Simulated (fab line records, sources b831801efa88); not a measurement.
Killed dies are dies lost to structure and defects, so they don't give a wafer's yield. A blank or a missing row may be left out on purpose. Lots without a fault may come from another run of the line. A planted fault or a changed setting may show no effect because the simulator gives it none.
A struck lot beside a sound one | flow sky130 | 16 steps out of a route of 708
Sound: wafers L728.1, L728.3, L728.5. Struck: wafers L726.2, L726.3, L726.5. The cause comes at the end.
At each step with rows: each side's tool, then ch and its chambers, then its first start. Under that, the readings that differ: sound wafers | struck wafers | difference of the means | sigmas: that difference in standard deviations of wafers without a fault.
alike: readings whose means differ by less than 2 such deviations, and words and numbers that are the same on both sides. not compared: withheld readings, readings that some wafer has no value for, bounds like >300 that may hide the same value, and numbers for which the record gives no deviation and whose values overlap.
The two part at a step that has a row with sigmas, a row that says differs or no value, or rows on one side only. Numbers that don't overlap but have no deviation are shown without sigmas and don't part them. A reading that every wafer of one side lacks parts them only if that side has two wafers or more.

first, 2 steps without rows for these wafers: SKY_VIA2_CLEAN_18 (cleans in IPA, time 180 s); SKY_VIA2_CLEAN_19 (cleans in O3/DIW).
SKY_VIA2_SPUTTER_20: material TiN, target thk 20 nm, time 80 s.
  sound on pvd_sputter-02, day 40 22:20; struck on pvd_sputter-01, day 40 06:17
  alike: cathode_dc_power_W, throttle_valve_pct
SKY_VIA2_CVD_21: deposits W, target thk 420 nm, time 126.4 s.
  sound on cvd_w-02 ch 0,1, day 40 22:24; struck on cvd_w-01 ch 0,1, day 40 06:21
  alike: heater_power_w
SKY_VIA2_RS_MEAS_22: measures by four-point-probe.
  sound on film_metro-02, day 40 22:32; struck on film_metro-04, day 40 06:30
  alike: VIA2_W_RS
SKY_VIA2_THK_MEAS_23: measures by xrf.
  sound on film_metro-02, day 40 22:39; struck on film_metro-04, day 40 06:37
  alike: VIA2_W_THK
SKY_VIA2_CMP_24: polishes, stops on SiO2, t overpolish 20 s, target thk 0 nm.
  sound on cmp-01 ch 2,3, day 40 22:43; struck on cmp-02 ch 0,1,2, day 40 06:46
  alike: motor_current_A, overpolish_run_s, platen_rpm, time_to_endpoint_s
then, 4 steps without rows for these wafers: SKY_METAL3_SPUTTER_00 (material Ti, target thk 15 nm, time 10 s); SKY_METAL3_SPUTTER_01 (material TiN, target thk 20 nm, time 16.7 s); SKY_METAL3_SPUTTER_02 (material AlCu, target thk 735 nm, time 39.1 s); SKY_METAL3_SPUTTER_03 (material Ti, target thk 5 nm, time 3.3 s).
SKY_METAL3_SPUTTER_04: material TiN, target thk 70 nm, time 58.3 s.
  sound on pvd_sputter-03, day 40 23:07; struck on pvd_sputter-01, day 40 07:04
  alike: cathode_dc_power_W, throttle_valve_pct
SKY_CAPM_CVD_00: deposits SiO2, target thk 15.5 nm.
  sound on pecvd-01 ch 0,2, day 40 23:10; struck on pecvd-04 ch 0,1,2, day 40 07:00
  alike: heater_power_w
SKY_CAPM_THK_MEAS_01:
  sound on film_metro-01, day 40 23:11; struck on film_metro-04, day 40 07:20
  reading              | sound             | struck            | difference | sigmas
  CAPM_CVD_00_THK (nm) | 15.28 15.25 15.65 | 30.69 30.94 31.50 | +15.65     | +78
SKY_CAPM_SPUTTER_02: material TiN, target thk 200 nm, time 166.7 s.
  sound on pvd_sputter-04, day 40 23:14; struck on pvd_sputter-04, day 40 07:23
  alike: cathode_dc_power_W, throttle_valve_pct
-- the record jumps here: 9 days lie between the struck wafers' starts before and after (it left off in module CAPM and takes up again in module PAD_OPEN, whose first step shown is number 708 of the route) --
SKY_PAD_OPEN_PROBE_99:
  sound on prober-01, day 49 08:38; struck on prober-01, day 48 22:07
  reading                               | sound              | struck            | difference | sigmas
  model.etest.tester.sort_n_pass        | 410 413 417        | 0 0 0             | -413       |
  model.etest.tester.sort_yield_pct (%) | 83.33 83.94 84.76  | 0 0 0             | -84        |
  model.etest.tester.sort_bin_3_pct (%) | 0.813 1.016 0.2033 | 82.72 83.74 82.11 | +82.18     |
  model.etest.nfet_16v.over_limit       | 0 0 0              | 1 1 1             | +1         |
  model.etest.nfet_01v8.short           | 0 0 0              | 1 1 1             | +1         |
  model.etest.mcon_chain.short          | 0 0 0              | 1 1 1             | +1         |
  model.etest.pfet_01v8_mvt.over_limit  | 0 0 0              | 1 1 1             | +1         |
  model.etest.nfet_g5v0d10v5.over_limit | 0 0 0              | 1 1 1             | +1         |
  alike: defect_limited_yield, killed_at_M0_to_M3, killed_at_M4_up, killed_at_contacts, killed_at_front_end, killed_at_other, killed_dies, killed_open, killed_short

WHERE THEY PART
Only at SKY_CAPM_THK_MEAS_01, within this record. Later steps at which nothing parts them and some readings are alike: SKY_CAPM_SPUTTER_02, SKY_PAD_OPEN_PROBE_99.

WHY: what the simulator had put in
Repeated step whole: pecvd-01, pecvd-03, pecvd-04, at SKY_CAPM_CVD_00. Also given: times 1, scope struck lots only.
